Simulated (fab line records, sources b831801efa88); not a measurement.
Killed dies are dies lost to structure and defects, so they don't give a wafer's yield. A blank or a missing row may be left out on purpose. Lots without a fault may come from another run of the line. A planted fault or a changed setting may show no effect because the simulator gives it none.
Tool commonality check | flow sky130 | 12 lots, 36 wafers sampled

WHY IT WAS OPENED
At SKY_PWDE_TW_MEAS_10 the reading PWDE_TW is flagged on 2 of 12 lots. Wafers without a fault read 372.6, standard deviation 2.8.
Rule: a lot is flagged when every wafer of it that has a number lies more than 4 standard deviations from that mean, or none has a number. The other lots count as sound.

lot  | measured    | on            | PWDE_TW, wafer by wafer | flag
L287 | day 3 20:56 | film_metro-01 | 370.3 370.1 372.1       |
L288 | day 4 03:12 | film_metro-01 | 370.8 370.8 367.5       |
L289 | day 4 09:10 | film_metro-02 | 374.9 376.1 376.0       |
L292 | day 5 06:10 | film_metro-04 | 372.7 373.9 371.0       |
L291 | day 5 06:19 | film_metro-01 | 370.3 369.5 371.9       |
L293 | day 5 10:15 | film_metro-02 | 378.2 378.1 374.9       |
L296 | day 6 06:39 | film_metro-02 | 378.5 380.2 379.8       |
L299 | day 6 15:43 | film_metro-04 | 349.2 347.8 348.7       | FLAGGED
L301 | day 7 03:36 | film_metro-04 | 347.8 348.6 346.0       | FLAGGED
L302 | day 7 08:06 | film_metro-01 | 371.2 370.9 371.3       |
L308 | day 8 16:41 | film_metro-01 | 370.4 373.1 372.9       |
L310 | day 9 09:40 | film_metro-02 | 379.4 377.1 378.5       |
The numbers of the flagged lots are 348.0 on average: -24.6 against the usual, or -9 standard deviations.

WHICH TOOL RAN EACH LOT
The record holds 2 process steps before the reading, out of a route of 708 steps. In each cell: the tool, then ch and the chambers that the sampled wafers went through, then the start.
lot  | flag    | SKY_FIELD_ISO_CMP_27         | SKY_PWDE_IMPLANT_08
L287 |         | cmp-02 ch 1,2, day 2 10:36   | implanter-02 ch 0, day 3 20:42
L288 |         | cmp-01 ch 0,2,3, day 2 15:53 | implanter-04 ch 0, day 4 02:57
L289 |         | cmp-01 ch 0,2,3, day 2 22:57 | implanter-03 ch 0, day 4 08:55
L292 |         | cmp-02 ch 0,2,3, day 3 16:48 | implanter-03 ch 0, day 5 05:55
L291 |         | cmp-02 ch 1,2, day 3 16:27   | implanter-04 ch 0, day 5 06:04
L293 |         | cmp-01 ch 1,3, day 3 20:53   | implanter-04 ch 0, day 5 10:00
L296 |         | cmp-01 ch 1,3, day 4 13:53   | implanter-04 ch 0, day 6 06:24
L299 | FLAGGED | cmp-01 ch 0,2,3, day 5 00:30 | implanter-03 ch 0, day 6 15:28
L301 | FLAGGED | cmp-01 ch 0,2,3, day 5 10:37 | implanter-03 ch 0, day 7 03:21
L302 |         | cmp-02 ch 0,2,3, day 5 16:38 | implanter-04 ch 0, day 7 07:51
L308 |         | cmp-01 ch 0,2,3, day 6 21:15 | implanter-02 ch 0, day 8 16:21
L310 |         | cmp-02 ch 0,2,3, day 7 12:28 | implanter-02 ch 0, day 9 09:25
What these steps do:
- SKY_FIELD_ISO_CMP_27: polishes, stops on Si3N4, t overpolish 16 s, target thk 457.8 nm.
- SKY_PWDE_IMPLANT_08
- SKY_PWDE_TW_MEAS_10

FLAGGED OVER TOTAL, TOOL BY TOOL (the gauges that took the reading come last)
step                 | tool          | lots run | flagged | share of the flagged lots | sound lots run after its first flagged lot
SKY_FIELD_ISO_CMP_27 | cmp-01        | 7        | 2       | all                       | 1 (L308)
SKY_FIELD_ISO_CMP_27 | cmp-02        | 5        | 0       | none                      | -
SKY_PWDE_IMPLANT_08  | implanter-02  | 3        | 0       | none                      | -
SKY_PWDE_IMPLANT_08  | implanter-03  | 4        | 2       | all                       | 0
SKY_PWDE_IMPLANT_08  | implanter-04  | 5        | 0       | none                      | -
SKY_PWDE_TW_MEAS_10  | film_metro-01 | 5        | 0       | none                      | -
SKY_PWDE_TW_MEAS_10  | film_metro-02 | 4        | 0       | none                      | -
SKY_PWDE_TW_MEAS_10  | film_metro-04 | 3        | 2       | all                       | 0

WHAT THE TABLE ALLOWS
3 rows of the table ran every flagged lot: cmp-01 at SKY_FIELD_ISO_CMP_27, implanter-03 at SKY_PWDE_IMPLANT_08, film_metro-04 at SKY_PWDE_TW_MEAS_10.
- cmp-01 at SKY_FIELD_ISO_CMP_27: 2 of its 7 lots flagged. Sound lots ran on it after the first flagged one (L308), which a lasting fault on the whole tool wouldn't allow.
- implanter-03 at SKY_PWDE_IMPLANT_08: 2 of its 4 lots flagged. Its last sound lot is L292 (day 5 05:55), its first flagged lot L299 (day 6 15:28): a fault that began between those two fits. Its own readings lie more than 4 standard deviations out on every wafer of the flagged lots: dose_ions_cm2, faraday_current_uA.
- film_metro-04 at SKY_PWDE_TW_MEAS_10: 2 of its 3 lots flagged. Its last sound lot is L292 (day 5 06:10), its first flagged lot L299 (day 6 15:43): a fault that began between those two fits.
Counting lots can't tell these 2 tools apart, because each fits a fault that began at some hour. More lots, or a look at what each step does to the wafer, might.

WHAT THE SIMULATOR HAD PUT IN
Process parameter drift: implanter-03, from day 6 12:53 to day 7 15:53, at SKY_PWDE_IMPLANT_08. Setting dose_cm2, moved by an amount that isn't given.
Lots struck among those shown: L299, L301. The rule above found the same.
